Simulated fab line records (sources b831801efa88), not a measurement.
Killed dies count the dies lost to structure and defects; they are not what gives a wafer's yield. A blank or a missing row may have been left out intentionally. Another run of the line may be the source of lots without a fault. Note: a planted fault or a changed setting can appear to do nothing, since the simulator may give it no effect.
fab line records :: flow sfq-line
[record]
  lots = 5
  wafers = 15
  last-day = 86
route steps=325 shown JJ@193 M5@198
lots that met no fault: taken from a fault-free run of the same line
start-h: start of the lot's first displayed wafer, in hours after the record's first day :: wait-h: hours since the lot's step before :: " identical to the entry in the row above :: L1.1+2: a row that stands for several wafers :: - value missing, or start not given :: * or withheld: withheld :: < > ~ a bound
route shown NAME@n: a module of which the file shows steps, and the number in the route of the first :: usual: mean/standard deviation of fault-free wafers :: same: alike in all rows :: chamber/n: place in a boat :: sites: the reading at each site :: _std_site: the values' standard deviation :: _edge_site: mean of outer sites minus mean of inner sites :: radius-mm: for every site, how far away it sits from the centre of the wafer :: mask NAME#n: copy n :: behind: the last tool/chamber to shape the wafer :: hold: why the lot went on hold/how many hours it stayed there/how the hold came to an end :: device: whichever transistor did not switch (one of n, p or np) :: end of line: at the end of the route, the tests of the same wafers :: a step with no rows: only its recipe :: killed: not the wafer's yield, but the dies lost to structure and defects at the first sort :: map: dies across one wafer; x = killed, . = not, _ = none there
set.NAME: the run value of the setting; set.NAME@STEP: its run value at that earlier step :: model.NAME: the simulator's own value behind a step, which no gauge read
a table for each step, a row for each wafer; lots at some steps of the route
services: the hour from which a tool's chamber was out of use, counted from the record's first day as start-h (under 0 if before that day), plus the number of hours and why
[[steps]]
[step SFQ_TRILAYER_JJ_CE_BARC_OPEN_RIE_150]
[recipe]
  mask-material = PR
  chemistry = O2
  target-depth-nm = 240
  target = BARC
  icp-w = 600
  bias-w = 80
  pressure-mtorr = 10
  time-s = 80
[usual]
  drypump-motor-current-A = 5.6/0.38
  oes-product-au = 0.538/0.0045
  rf-fwd-power-W = 596.1/2.1
[same]
  time-s = 80
lot.wafer: L231.1
tool: rie-metal-04
chamber: 0
start-h: 1110.13
wait-h: 1.0
drypump-motor-current-A: 5.6
oes-product-au: 0.539
rf-fwd-power-W: 593.3
rf-hours-counter-h: 118

lot.wafer: L231.2
tool: rie-metal-04
chamber: 1
start-h: 1110.13
wait-h: 1.0
drypump-motor-current-A: 5.7
oes-product-au: 0.530
rf-fwd-power-W: 595.1
rf-hours-counter-h: 98

lot.wafer: L231.6
tool: rie-metal-04
chamber: 0
start-h: 1110.13
wait-h: 1.0
drypump-motor-current-A: 5.6
oes-product-au: 0.538
rf-fwd-power-W: 596.6
rf-hours-counter-h: -

lot.wafer: L232.1
tool: rie-metal-04
chamber: 0
start-h: 1111.33
wait-h: 1.0
drypump-motor-current-A: 5.6
oes-product-au: 0.539
rf-fwd-power-W: 597.4
rf-hours-counter-h: 119

lot.wafer: L232.2
tool: rie-metal-04
chamber: 1
start-h: 1111.33
wait-h: 1.0
drypump-motor-current-A: 5.7
oes-product-au: 0.545
rf-fwd-power-W: 594.9
rf-hours-counter-h: 98

lot.wafer: L232.6
tool: rie-metal-04
chamber: 0
start-h: 1111.33
wait-h: 1.0
drypump-motor-current-A: 5.6
oes-product-au: 0.541
rf-fwd-power-W: 598.3
rf-hours-counter-h: -

lot.wafer: L240.2
tool: rie-metal-03
chamber: 0
start-h: 1299.86
wait-h: 0.8
drypump-motor-current-A: 6.1
oes-product-au: 0.531
rf-fwd-power-W: 592.3
rf-hours-counter-h: 127

lot.wafer: L240.3
tool: rie-metal-03
chamber: 0
start-h: 1299.86
wait-h: 0.8
drypump-motor-current-A: 6.1
oes-product-au: 0.532
rf-fwd-power-W: 594.4
rf-hours-counter-h: -

lot.wafer: L240.4
tool: rie-metal-03
chamber: 1
start-h: 1299.86
wait-h: 0.8
drypump-motor-current-A: 4.8
oes-product-au: 0.534
rf-fwd-power-W: 595.6
rf-hours-counter-h: -

lot.wafer: L245.2
tool: rie-metal-01
chamber: 1
start-h: 1366.81
wait-h: 0.8
drypump-motor-current-A: 6.0
oes-product-au: 0.542
rf-fwd-power-W: 596.2
rf-hours-counter-h: -

lot.wafer: L245.3
tool: rie-metal-01
chamber: 1
start-h: 1366.81
wait-h: 0.8
drypump-motor-current-A: 6.0
oes-product-au: 0.534
rf-fwd-power-W: 594.3
rf-hours-counter-h: -

lot.wafer: L245.6
tool: rie-metal-01
chamber: 1
start-h: 1366.81
wait-h: 0.8
drypump-motor-current-A: 6.0
oes-product-au: 0.541
rf-fwd-power-W: 595.0
rf-hours-counter-h: -

lot.wafer: L247.2
tool: rie-metal-04
chamber: 0
start-h: 1373.98
wait-h: 0.8
drypump-motor-current-A: 5.6
oes-product-au: 0.529
rf-fwd-power-W: 596.7
rf-hours-counter-h: 26

lot.wafer: L247.3
tool: rie-metal-04
chamber: 0
start-h: 1373.98
wait-h: 0.8
drypump-motor-current-A: 5.6
oes-product-au: 0.540
rf-fwd-power-W: 597.5
rf-hours-counter-h: -

lot.wafer: L247.6
tool: rie-metal-04
chamber: 0
start-h: 1373.98
wait-h: 0.8
drypump-motor-current-A: 5.6
oes-product-au: 0.535
rf-fwd-power-W: 598.3
rf-hours-counter-h: -
[step SFQ_TRILAYER_JJ_CE_ETCH_RIE_118]
[recipe]
  target = Nb
  stop-on = Al2O3
  mask-material = PR
  taper-deg = 13.257
  over-etch-frac = 0.15
  time-s = 97.7
  chemistry = SF6
  target-depth-nm = 170
  icp-w = 600
  bias-w = 80
  pressure-mtorr = 10
[usual]
  drypump-motor-current-A = 5.6/0.38
  oes-product-au = 0.990/0.0067
  rf-fwd-power-W = 596.8/2.2
[same]
  time-s = 97.7
lot.wafer: L231.1
tool: rie-metal-04
chamber: 0
start-h: 1110.22
wait-h: 0.1
drypump-motor-current-A: 5.6
oes-product-au: 0.984
rf-fwd-power-W: 602.3
rf-hours-counter-h: 118

lot.wafer: L231.2
tool: rie-metal-04
chamber: 1
start-h: 1110.22
wait-h: 0.1
drypump-motor-current-A: 5.7
oes-product-au: 0.989
rf-fwd-power-W: 597.2
rf-hours-counter-h: 98

lot.wafer: L231.6
tool: rie-metal-04
chamber: 0
start-h: 1110.22
wait-h: 0.1
drypump-motor-current-A: 5.6
oes-product-au: 0.998
rf-fwd-power-W: 598.3
rf-hours-counter-h: -

lot.wafer: L232.1
tool: rie-metal-04
chamber: 0
start-h: 1111.42
wait-h: 0.1
drypump-motor-current-A: 5.6
oes-product-au: 0.982
rf-fwd-power-W: 599.2
rf-hours-counter-h: 119

lot.wafer: L232.2
tool: rie-metal-04
chamber: 1
start-h: 1111.42
wait-h: 0.1
drypump-motor-current-A: 5.7
oes-product-au: 0.995
rf-fwd-power-W: 596.0
rf-hours-counter-h: 98

lot.wafer: L232.6
tool: rie-metal-04
chamber: 0
start-h: 1111.42
wait-h: 0.1
drypump-motor-current-A: 5.6
oes-product-au: 0.984
rf-fwd-power-W: 600.8
rf-hours-counter-h: -

lot.wafer: L240.2
tool: rie-metal-03
chamber: 0
start-h: 1299.95
wait-h: 0.1
drypump-motor-current-A: 6.1
oes-product-au: 0.983
rf-fwd-power-W: 593.8
rf-hours-counter-h: 127

lot.wafer: L240.3
tool: rie-metal-03
chamber: 0
start-h: 1299.95
wait-h: 0.1
drypump-motor-current-A: 6.1
oes-product-au: 0.987
rf-fwd-power-W: 595.8
rf-hours-counter-h: -

lot.wafer: L240.4
tool: rie-metal-03
chamber: 1
start-h: 1299.95
wait-h: 0.1
drypump-motor-current-A: 4.8
oes-product-au: 0.995
rf-fwd-power-W: 597.9
rf-hours-counter-h: -

lot.wafer: L245.2
tool: rie-metal-01
chamber: 1
start-h: 1367.00
wait-h: 0.2
drypump-motor-current-A: 6.0
oes-product-au: 0.985
rf-fwd-power-W: 596.0
rf-hours-counter-h: -

lot.wafer: L245.3
tool: rie-metal-01
chamber: 1
start-h: 1367.00
wait-h: 0.2
drypump-motor-current-A: 6.0
oes-product-au: 0.989
rf-fwd-power-W: 595.5
rf-hours-counter-h: -

lot.wafer: L245.6
tool: rie-metal-01
chamber: 1
start-h: 1367.00
wait-h: 0.2
drypump-motor-current-A: 5.9
oes-product-au: 0.992
rf-fwd-power-W: 595.7
rf-hours-counter-h: -

lot.wafer: L247.2
tool: rie-metal-04
chamber: 0
start-h: 1374.07
wait-h: 0.1
drypump-motor-current-A: 5.5
oes-product-au: 0.988
rf-fwd-power-W: 594.0
rf-hours-counter-h: 26

lot.wafer: L247.3
tool: rie-metal-04
chamber: 0
start-h: 1374.07
wait-h: 0.1
drypump-motor-current-A: 5.6
oes-product-au: 0.974
rf-fwd-power-W: 594.6
rf-hours-counter-h: -

lot.wafer: L247.6
tool: rie-metal-04
chamber: 0
start-h: 1374.07
wait-h: 0.1
drypump-motor-current-A: 5.6
oes-product-au: 0.980
rf-fwd-power-W: 594.0
rf-hours-counter-h: -
[step SFQ_TRILAYER_JJ_ANODIZE_ANODIZE_119]
[recipe]
  current-density-ma-cm2 = withheld
  end-current-density-ma-cm2 = withheld
  bath-temp-c = withheld
[step SFQ_TRILAYER_JJ_CE_STRIP_STRIP_120]
[recipe]
  gas = O2
  power-w = 200
  platen-temp-c = 40
  overash-fraction = 0.65
  chemistry = O2
  pressure-mtorr = 50
[usual]
  drypump-motor-current-A = 5.5/0.54
  oes-product-au = 1.000/0.008
  platen-temp-c = 40.02/0.1
lot.wafer: L231.1
tool: rie-metal-03
chamber: 0
start-h: 1110.83
wait-h: 0.0
drypump-motor-current-A: 6.2
oes-product-au: 0.999
platen-temp-c: 40.04
rf-hours-counter-h: 93

lot.wafer: L231.2
tool: rie-metal-03
chamber: 1
start-h: 1110.83
wait-h: 0.0
drypump-motor-current-A: 4.8
oes-product-au: 1.006
platen-temp-c: 40.08
rf-hours-counter-h: 41

lot.wafer: L231.6
tool: rie-metal-03
chamber: 1
start-h: 1110.83
wait-h: 0.0
drypump-motor-current-A: 4.8
oes-product-au: 0.999
platen-temp-c: 39.88
rf-hours-counter-h: -

lot.wafer: L232.1
tool: rie-metal-03
chamber: 1
start-h: 1112.03
wait-h: 0.0
drypump-motor-current-A: 4.8
oes-product-au: 1.012
platen-temp-c: 39.93
rf-hours-counter-h: 41

lot.wafer: L232.2
tool: rie-metal-03
chamber: 0
start-h: 1112.03
wait-h: 0.0
drypump-motor-current-A: 6.1
oes-product-au: 1.005
platen-temp-c: 40.27
rf-hours-counter-h: 93

lot.wafer: L232.6
tool: rie-metal-03
chamber: 0
start-h: 1112.03
wait-h: 0.0
drypump-motor-current-A: 6.1
oes-product-au: 1.006
platen-temp-c: 40.21
rf-hours-counter-h: -

lot.wafer: L240.2
tool: rie-metal-01
chamber: 1
start-h: 1300.56
wait-h: 0.0
drypump-motor-current-A: 6.0
oes-product-au: 1.009
platen-temp-c: 40.08
rf-hours-counter-h: 34

lot.wafer: L240.3
tool: rie-metal-01
chamber: 0
start-h: 1300.56
wait-h: 0.0
drypump-motor-current-A: 5.3
oes-product-au: 1.003
platen-temp-c: 40.11
rf-hours-counter-h: -

lot.wafer: L240.4
tool: rie-metal-01
chamber: 1
start-h: 1300.56
wait-h: 0.0
drypump-motor-current-A: 6.0
oes-product-au: 1.005
platen-temp-c: 40.10
rf-hours-counter-h: -

lot.wafer: L245.2
tool: rie-metal-03
chamber: 1
start-h: 1367.68
wait-h: 0.0
drypump-motor-current-A: 4.8
oes-product-au: 1.006
platen-temp-c: 40.13
rf-hours-counter-h: 77

lot.wafer: L245.3
tool: rie-metal-03
chamber: 0
start-h: 1367.68
wait-h: 0.0
drypump-motor-current-A: 6.1
oes-product-au: 1.001
platen-temp-c: 39.91
rf-hours-counter-h: -

lot.wafer: L245.6
tool: rie-metal-03
chamber: 0
start-h: 1367.68
wait-h: 0.0
drypump-motor-current-A: 6.1
oes-product-au: 1.000
platen-temp-c: 40.05
rf-hours-counter-h: -

lot.wafer: L247.2
tool: rie-metal-03
chamber: 0
start-h: 1374.68
wait-h: 0.0
drypump-motor-current-A: 6.2
oes-product-au: 0.991
platen-temp-c: 39.92
rf-hours-counter-h: 140

lot.wafer: L247.3
tool: rie-metal-03
chamber: 0
start-h: 1374.68
wait-h: 0.0
drypump-motor-current-A: 6.2
oes-product-au: 0.998
platen-temp-c: 40.02
rf-hours-counter-h: -

lot.wafer: L247.6
tool: rie-metal-03
chamber: 0
start-h: 1374.68
wait-h: 0.0
drypump-motor-current-A: 6.2
oes-product-au: 0.988
platen-temp-c: 39.90
rf-hours-counter-h: -
[step SFQ_TRILAYER_JJ_CE_STRIP_SOLV_CLEAN_121]
[recipe]
  chemistry = NMP
  temp-c = 70
  time-s = 600
[step SFQ_TRILAYER_M5_LITHO_COAT_128]
[recipe]
  resist = BARC
  spin-rpm = 3000
  resist-thk-nm = 62
[step SFQ_TRILAYER_M5_LITHO_COAT_123]
[recipe]
  resist = KrF
  spin-rpm = 3000
  resist-thk-nm = 600
[step SFQ_TRILAYER_M5_LITHO_SOFTBAKE_127]
[recipe]
  temp-c = withheld
  time-s = withheld
  resist = KrF
[step SFQ_TRILAYER_M5_LITHO_EXPOSE_124]
[recipe]
  mask-id = M5
  na = 0.6
  source-shape = conventional
  sigma-outer = 0.65
  target-cd-nm = 700
  dose-mj = 14.4
[step SFQ_TRILAYER_M5_LITHO_PEB_126]
[recipe]
  peb-temp-c = 115
  peb-time-s = 60
  resist = KrF
[step SFQ_TRILAYER_M5_LITHO_DEVELOP_125]
[recipe]
  time-s = 60
  resist = KrF
[step SFQ_M5_OVL_MEAS_932]
[usual]
  M5_OVL = -1/6.1
lot.wafer: L231.1
tool: overlay-02
chamber: -
start-h: 1244.58
wait-h: 0.1
M5_OVL[nm]: 5

lot.wafer: L231.2
tool: overlay-02
chamber: -
start-h: 1244.58
wait-h: 0.1
M5_OVL[nm]: 4

lot.wafer: L231.6
tool: overlay-02
chamber: -
start-h: 1244.58
wait-h: 0.1
M5_OVL[nm]: 8

lot.wafer: L232.1
tool: overlay-02
chamber: -
start-h: 1245.78
wait-h: 0.1
M5_OVL[nm]: -11

lot.wafer: L232.2
tool: overlay-02
chamber: -
start-h: 1245.78
wait-h: 0.1
M5_OVL[nm]: -5

lot.wafer: L232.6
tool: overlay-02
chamber: -
start-h: 1245.78
wait-h: 0.1
M5_OVL[nm]: -13

lot.wafer: L240.2
tool: overlay-01
chamber: -
start-h: 1305.83
wait-h: 0.1
M5_OVL[nm]: -7

lot.wafer: L240.3
tool: overlay-01
chamber: -
start-h: 1305.83
wait-h: 0.1
M5_OVL[nm]: 3

lot.wafer: L240.4
tool: overlay-01
chamber: -
start-h: 1305.83
wait-h: 0.1
M5_OVL[nm]: -3

lot.wafer: L245.2
tool: overlay-02
chamber: -
start-h: 1371.55
wait-h: 0.1
M5_OVL[nm]: 2

lot.wafer: L245.3
tool: overlay-02
chamber: -
start-h: 1371.55
wait-h: 0.1
M5_OVL[nm]: 0

lot.wafer: L245.6
tool: overlay-02
chamber: -
start-h: 1371.55
wait-h: 0.1
M5_OVL[nm]: -2

lot.wafer: L247.2
tool: overlay-02
chamber: -
start-h: 1514.83
wait-h: 0.1
M5_OVL[nm]: 1

lot.wafer: L247.3
tool: overlay-02
chamber: -
start-h: 1514.83
wait-h: 0.1
M5_OVL[nm]: 5

lot.wafer: L247.6
tool: overlay-02
chamber: -
start-h: 1514.83
wait-h: 0.1
M5_OVL[nm]: 0
[step SFQ_TRILAYER_M5_BARC_OPEN_METAL_ETCH_161]
[recipe]
  mask-material = PR
  chemistry = O2
  target-depth-nm = 125
  target = BARC
  icp-w = 600
  bias-w = 80
  pressure-mtorr = 10
  time-s = 41.7
[usual]
  drypump-motor-current-A = 5.6/0.4
  oes-product-au = 0.685/0.005
  rf-fwd-power-W = 594.1/2.5
  run-length-s = 70.6/0.79
lot.wafer: L231.1
tool: rie-metal-04
chamber: 1
start-h: 1244.62
wait-h: 0.0
drypump-motor-current-A: 5.7
oes-product-au: 0.678
rf-fwd-power-W: 594.3
rf-hours-counter-h: 118
run-length-s: 70.6

lot.wafer: L231.2
tool: rie-metal-04
chamber: 0
start-h: 1244.62
wait-h: 0.0
drypump-motor-current-A: 5.6
oes-product-au: 0.679
rf-fwd-power-W: 594.8
rf-hours-counter-h: 4
run-length-s: 70.2

lot.wafer: L231.6
tool: rie-metal-04
chamber: 1
start-h: 1244.62
wait-h: 0.0
drypump-motor-current-A: 5.6
oes-product-au: 0.683
rf-fwd-power-W: 591.4
rf-hours-counter-h: -
run-length-s: 70.5

lot.wafer: L232.1
tool: rie-metal-02
chamber: 0
start-h: 1245.82
wait-h: 0.0
drypump-motor-current-A: 5.6
oes-product-au: 0.684
rf-fwd-power-W: 593.8
rf-hours-counter-h: 2
run-length-s: 72.8

lot.wafer: L232.2
tool: rie-metal-02
chamber: 1
start-h: 1245.82
wait-h: 0.0
drypump-motor-current-A: 5.8
oes-product-au: 0.689
rf-fwd-power-W: 596.2
rf-hours-counter-h: 59
run-length-s: 73.1

lot.wafer: L232.6
tool: rie-metal-02
chamber: 1
start-h: 1245.82
wait-h: 0.0
drypump-motor-current-A: 5.8
oes-product-au: 0.665
rf-fwd-power-W: 597.0
rf-hours-counter-h: -
run-length-s: 75.3

lot.wafer: L240.2
tool: rie-metal-03
chamber: 1
start-h: 1305.86
wait-h: 0.0
drypump-motor-current-A: 4.8
oes-product-au: 0.687
rf-fwd-power-W: 596.3
rf-hours-counter-h: 67
run-length-s: 70.0

lot.wafer: L240.3
tool: rie-metal-03
chamber: 1
start-h: 1305.86
wait-h: 0.0
drypump-motor-current-A: 4.8
oes-product-au: 0.687
rf-fwd-power-W: 597.8
rf-hours-counter-h: -
run-length-s: 70.2

lot.wafer: L240.4
tool: rie-metal-03
chamber: 0
start-h: 1305.86
wait-h: 0.0
drypump-motor-current-A: 6.1
oes-product-au: 0.688
rf-fwd-power-W: 590.3
rf-hours-counter-h: -
run-length-s: 70.8

lot.wafer: L245.2
tool: rie-metal-04
chamber: 0
start-h: 1371.58
wait-h: 0.0
drypump-motor-current-A: 5.5
oes-product-au: 0.685
rf-fwd-power-W: 598.1
rf-hours-counter-h: 26
run-length-s: 70.7

lot.wafer: L245.3
tool: rie-metal-04
chamber: 0
start-h: 1371.58
wait-h: 0.0
drypump-motor-current-A: 5.6
oes-product-au: 0.689
rf-fwd-power-W: 594.9
rf-hours-counter-h: -
run-length-s: 70.1

lot.wafer: L245.6
tool: rie-metal-04
chamber: 1
start-h: 1371.58
wait-h: 0.0
drypump-motor-current-A: 5.7
oes-product-au: 0.681
rf-fwd-power-W: 594.3
rf-hours-counter-h: -
run-length-s: 70.7

lot.wafer: L247.2
tool: rie-metal-02
chamber: 1
start-h: 1514.86
wait-h: 0.0
drypump-motor-current-A: 5.8
oes-product-au: 0.681
rf-fwd-power-W: 597.9
rf-hours-counter-h: 91
run-length-s: 70.9

lot.wafer: L247.3
tool: rie-metal-02
chamber: 1
start-h: 1514.86
wait-h: 0.0
drypump-motor-current-A: 5.8
oes-product-au: 0.673
rf-fwd-power-W: 596.4
rf-hours-counter-h: -
run-length-s: 70.3

lot.wafer: L247.6
tool: rie-metal-02
chamber: 0
start-h: 1514.86
wait-h: 0.0
drypump-motor-current-A: 5.6
oes-product-au: 0.687
rf-fwd-power-W: 594.9
rf-hours-counter-h: -
run-length-s: 69.8
[step SFQ_TRILAYER_M5_ETCH_METAL_ETCH_126]
[recipe]
  target = Nb
  stop-on = SiO2
  mask-material = PR
  over-etch-frac = 0.15
  time-s = 203.2
  chemistry = Cl2/BCl3
  target-depth-nm = 265
  icp-w = 600
  bias-w = 80
  pressure-mtorr = 10
[usual]
  drypump-motor-current-A = 5.6/0.4
  oes-product-au = 0.726/0.0053
  rf-fwd-power-W = 598.5/1.7
  run-length-s = 232.1/0.84
[same]
  time-s = 203.2
lot.wafer: L231.1
tool: rie-metal-04
chamber: 1
start-h: 1244.68
wait-h: 0.0
drypump-motor-current-A: 5.7
oes-product-au: 0.723
rf-fwd-power-W: 594.9
rf-hours-counter-h: 118
run-length-s: 231.7

lot.wafer: L231.2
tool: rie-metal-04
chamber: 0
start-h: 1244.68
wait-h: 0.0
drypump-motor-current-A: 5.5
oes-product-au: 0.727
rf-fwd-power-W: 597.9
rf-hours-counter-h: 4
run-length-s: 232.1

lot.wafer: L231.6
tool: rie-metal-04
chamber: 1
start-h: 1244.68
wait-h: 0.0
drypump-motor-current-A: 5.7
oes-product-au: 0.722
rf-fwd-power-W: 596.6
rf-hours-counter-h: -
run-length-s: 232.0

lot.wafer: L232.1
tool: rie-metal-02
chamber: 0
start-h: 1245.90
wait-h: 0.1
drypump-motor-current-A: 5.6
oes-product-au: 0.721
rf-fwd-power-W: 602.0
rf-hours-counter-h: 2
run-length-s: 234.2

lot.wafer: L232.2
tool: rie-metal-02
chamber: 1
start-h: 1245.90
wait-h: 0.1
drypump-motor-current-A: 5.7
oes-product-au: 0.720
rf-fwd-power-W: 599.5
rf-hours-counter-h: 60
run-length-s: 234.8

lot.wafer: L232.6
tool: rie-metal-02
chamber: 1
start-h: 1245.90
wait-h: 0.1
drypump-motor-current-A: 5.7
oes-product-au: 0.727
rf-fwd-power-W: 598.3
rf-hours-counter-h: -
run-length-s: 235.2

lot.wafer: L240.2
tool: rie-metal-03
chamber: 1
start-h: 1305.92
wait-h: 0.0
drypump-motor-current-A: 4.8
oes-product-au: 0.728
rf-fwd-power-W: 596.2
rf-hours-counter-h: 67
run-length-s: 232.0

lot.wafer: L240.3
tool: rie-metal-03
chamber: 1
start-h: 1305.92
wait-h: 0.0
drypump-motor-current-A: 4.8
oes-product-au: 0.730
rf-fwd-power-W: 599.3
rf-hours-counter-h: -
run-length-s: 231.6

lot.wafer: L240.4
tool: rie-metal-03
chamber: 0
start-h: 1305.92
wait-h: 0.0
drypump-motor-current-A: 6.2
oes-product-au: 0.721
rf-fwd-power-W: 598.7
rf-hours-counter-h: -
run-length-s: 232.0

lot.wafer: L245.2
tool: rie-metal-04
chamber: 0
start-h: 1371.64
wait-h: 0.0
drypump-motor-current-A: 5.6
oes-product-au: 0.734
rf-fwd-power-W: 599.8
rf-hours-counter-h: 26
run-length-s: 232.2

lot.wafer: L245.3
tool: rie-metal-04
chamber: 0
start-h: 1371.64
wait-h: 0.0
drypump-motor-current-A: 5.6
oes-product-au: 0.727
rf-fwd-power-W: 595.8
rf-hours-counter-h: -
run-length-s: 232.2

lot.wafer: L245.6
tool: rie-metal-04
chamber: 1
start-h: 1371.64
wait-h: 0.0
drypump-motor-current-A: 5.7
oes-product-au: 0.728
rf-fwd-power-W: 597.9
rf-hours-counter-h: -
run-length-s: 232.1

lot.wafer: L247.2
tool: rie-metal-02
chamber: 1
start-h: 1514.92
wait-h: 0.0
drypump-motor-current-A: 5.8
oes-product-au: 0.728
rf-fwd-power-W: 598.7
rf-hours-counter-h: 91
run-length-s: 232.3

lot.wafer: L247.3
tool: rie-metal-02
chamber: 1
start-h: 1514.92
wait-h: 0.0
drypump-motor-current-A: 5.7
oes-product-au: 0.730
rf-fwd-power-W: 598.3
rf-hours-counter-h: -
run-length-s: 231.9

lot.wafer: L247.6
tool: rie-metal-02
chamber: 0
start-h: 1514.92
wait-h: 0.0
drypump-motor-current-A: 5.6
oes-product-au: 0.730
rf-fwd-power-W: 601.4
rf-hours-counter-h: -
run-length-s: 231.2
[[services]]
tool: rie-metal-02
chamber: 0
start-h: 1100.62
hours: 3.0
kind: repair

tool: rie-metal-01
chamber: -
start-h: 1115.71
hours: 0.1
kind: repair

tool: rie-metal-03
chamber: 1
start-h: 1162.63
hours: 31.6
kind: repair

tool: rie-metal-04
chamber: 0
start-h: 1191.72
hours: -
kind: clean

tool: rie-metal-04
chamber: 0
start-h: 1191.72
hours: -
kind: consumable-replace:focus-ring

tool: rie-metal-04
chamber: 0
start-h: 1191.72
hours: 25.8
kind: scheduled-down

tool: rie-metal-04
chamber: 0
start-h: 1191.72
hours: 25.8
kind: vent-cycle

tool: rie-metal-02
chamber: 0
start-h: 1197.31
hours: -
kind: clean

tool: rie-metal-02
chamber: 0
start-h: 1197.31
hours: -
kind: consumable-replace:focus-ring

tool: rie-metal-03
chamber: -
start-h: 1231.48
hours: 1.2
kind: repair

tool: rie-metal-01
chamber: -
start-h: 1241.57
hours: 1.2
kind: repair

tool: rie-metal-04
chamber: 1
start-h: 1276.88
hours: -
kind: clean

tool: rie-metal-04
chamber: 1
start-h: 1276.88
hours: -
kind: consumable-replace:focus-ring

tool: rie-metal-04
chamber: 1
start-h: 1276.88
hours: 23.6
kind: scheduled-down

tool: rie-metal-04
chamber: 1
start-h: 1276.88
hours: 23.6
kind: vent-cycle

tool: rie-metal-02
chamber: 1
start-h: 1285.18
hours: 35.8
kind: repair

tool: rie-metal-01
chamber: -
start-h: 1330.73
hours: 0.8
kind: repair

tool: rie-metal-01
chamber: 0
start-h: 1364.01
hours: 4.2
kind: repair

tool: rie-metal-03
chamber: 0
start-h: 1453.13
hours: -
kind: clean

tool: rie-metal-03
chamber: 0
start-h: 1453.13
hours: -
kind: consumable-replace:focus-ring

tool: rie-metal-03
chamber: 0
start-h: 1453.13
hours: 18.6
kind: scheduled-down

tool: rie-metal-03
chamber: 0
start-h: 1453.13
hours: 18.6
kind: vent-cycle

tool: rie-metal-01
chamber: -
start-h: 1463.67
hours: 14.6
kind: pm

tool: rie-metal-02
chamber: -
start-h: 1492.89
hours: 1.4
kind: pm
[[key]]
[first-sign]
  step = SFQ_TRILAYER_M5_BARC_OPEN_METAL_ETCH_161
  reading = run-length-s
  direction = up
  sigmas = 5.9
  usual = *
  struck = *
[effect]
  step = SFQ_TRILAYER_M5_BARC_OPEN_METAL_ETCH_161
  reading = oes-product-au
  direction = down
  sigmas = 4.1
  usual = 0.685
  struck = 0.665
met-at SFQ_TRILAYER_M5_BARC_OPEN_METAL_ETCH_161
struck-wafers L232.6
[fault]
  kind = process-parameter-drift
  tool = rie-metal-02
  chamber = -
  onset-h = 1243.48
  steps = SFQ_TRILAYER_M5_BARC_OPEN_METAL_ETCH_161
  channel = time-s
  offset = *
  shape = step
  end-h = 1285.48
  scope = struck-wafers-only
  acts-in = *
  stated = *
